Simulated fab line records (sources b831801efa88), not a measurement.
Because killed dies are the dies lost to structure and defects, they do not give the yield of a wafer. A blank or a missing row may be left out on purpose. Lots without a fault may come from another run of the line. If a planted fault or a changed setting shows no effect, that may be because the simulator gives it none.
Chamber matching / flow gf180mcu / GF_CONTACT_CMP_27 on cmp-01 has 4 sister chambers
The step polishes, stops on SiO2, t overpolish 15 s, target thk 0 nm. 18 wafers are shown with their chamber, then 9 later ones without.

EACH WAFER AND ITS CHAMBER
wafer=L483.1; chamber=3; motor-current-A (A)=11.2; time-to-endpoint-s (s)=69; overpolish-run-s (s)=14.988
wafer=L483.3; chamber=1; motor-current-A (A)=11.6; time-to-endpoint-s (s)=67; overpolish-run-s (s)=15.000
wafer=L483.4; chamber=0; motor-current-A (A)=9.7; time-to-endpoint-s (s)=73; overpolish-run-s (s)=15.011
wafer=L484.1; chamber=1; motor-current-A (A)=12.0; time-to-endpoint-s (s)=69; overpolish-run-s (s)=14.998
wafer=L484.5; chamber=0; motor-current-A (A)=9.9; time-to-endpoint-s (s)=83; overpolish-run-s (s)=14.999
wafer=L484.6; chamber=1; motor-current-A (A)=11.9; time-to-endpoint-s (s)=70; overpolish-run-s (s)=15.013
wafer=L489.1; chamber=2; motor-current-A (A)=9.5; time-to-endpoint-s (s)=72; overpolish-run-s (s)=15.004
wafer=L489.4; chamber=0; motor-current-A (A)=9.6; time-to-endpoint-s (s)=79; overpolish-run-s (s)=14.996
wafer=L489.5; chamber=0; motor-current-A (A)=9.5; time-to-endpoint-s (s)=79; overpolish-run-s (s)=15.000
wafer=L490.1; chamber=2; motor-current-A (A)=9.3; time-to-endpoint-s (s)=78; overpolish-run-s (s)=15.016
wafer=L490.2; chamber=1; motor-current-A (A)=11.9; time-to-endpoint-s (s)=71; overpolish-run-s (s)=15.011
wafer=L490.6; chamber=3; motor-current-A (A)=11.2; time-to-endpoint-s (s)=74; overpolish-run-s (s)=15.015
wafer=L494.2; chamber=3; motor-current-A (A)=11.0; time-to-endpoint-s (s)=68; overpolish-run-s (s)=15.002
wafer=L494.4; chamber=0; motor-current-A (A)=9.8; time-to-endpoint-s (s)=75; overpolish-run-s (s)=14.995
wafer=L494.6; chamber=0; motor-current-A (A)=9.5; time-to-endpoint-s (s)=77; overpolish-run-s (s)=14.998
wafer=L495.3; chamber=3; motor-current-A (A)=11.6; time-to-endpoint-s (s)=70; overpolish-run-s (s)=14.997
wafer=L495.5; chamber=3; motor-current-A (A)=11.1; time-to-endpoint-s (s)=74; overpolish-run-s (s)=15.002
wafer=L495.6; chamber=0; motor-current-A (A)=9.8; time-to-endpoint-s (s)=80; overpolish-run-s (s)=15.005

SIGNATURES (means of the wafers above)
reading=motor-current-A; chamber 0=9.686; chamber 1=11.850; chamber 2=9.400; chamber 3=11.220; scatter within a chamber=0.183
reading=time-to-endpoint-s; chamber 0=78.00; chamber 1=69.25; chamber 2=75.00; chamber 3=71.00; scatter within a chamber=2.99
reading=overpolish-run-s; chamber 0=15.00057; chamber 1=15.00550; chamber 2=15.01000; chamber 3=15.00080; scatter within a chamber=0.00764
Rule: a wafer's distance from a chamber is the root of the sum, over the readings, of the square of ((its reading less the chamber's mean) divided by the reading's scatter). The wafer belongs to the nearest chamber; if the next one is less than 2 further off, it can't be placed. The scatter: take each reading less its chamber's mean, square it, sum over the shown wafers, divide by the number of wafers less the number of chambers, and take the root.

WAFERS MISSING THEIR CHAMBER
wafer=L500.1; motor-current-A (A)=9.7; time-to-endpoint-s (s)=75; overpolish-run-s (s)=14.985
wafer=L500.2; motor-current-A (A)=9.5; time-to-endpoint-s (s)=83; overpolish-run-s (s)=14.994
wafer=L500.3; motor-current-A (A)=11.5; time-to-endpoint-s (s)=73; overpolish-run-s (s)=14.996
wafer=L503.1; motor-current-A (A)=10.8; time-to-endpoint-s (s)=72; overpolish-run-s (s)=14.994
wafer=L503.2; motor-current-A (A)=9.6; time-to-endpoint-s (s)=82; overpolish-run-s (s)=15.006
wafer=L503.6; motor-current-A (A)=10.8; time-to-endpoint-s (s)=72; overpolish-run-s (s)=15.002
wafer=L506.1; motor-current-A (A)=10.1; time-to-endpoint-s (s)=88; overpolish-run-s (s)=14.999
wafer=L506.2; motor-current-A (A)=11.7; time-to-endpoint-s (s)=80; overpolish-run-s (s)=14.989
wafer=L506.5; motor-current-A (A)=11.9; time-to-endpoint-s (s)=76; overpolish-run-s (s)=15.012

WHICH CHAMBER EACH WENT THROUGH
wafer=L500.1; from the rows above=can't be placed: 0 or 2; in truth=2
wafer=L500.2; from the rows above=can't be placed: 0 or 2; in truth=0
wafer=L500.3; from the rows above=can't be placed: 3 or 1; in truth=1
wafer=L503.1; from the rows above=3; in truth=3
wafer=L503.2; from the rows above=can't be placed: 0 or 2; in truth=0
wafer=L503.6; from the rows above=3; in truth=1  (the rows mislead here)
wafer=L506.1; from the rows above=can't be placed: 0 or 2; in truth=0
wafer=L506.2; from the rows above=can't be placed: 1 or 3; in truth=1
wafer=L506.5; from the rows above=can't be placed: 1 or 3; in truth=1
1 of 9 placed correctly. These rows do not allow placing 7 (true chamber among the candidates in 7). Placed wrongly: 1.
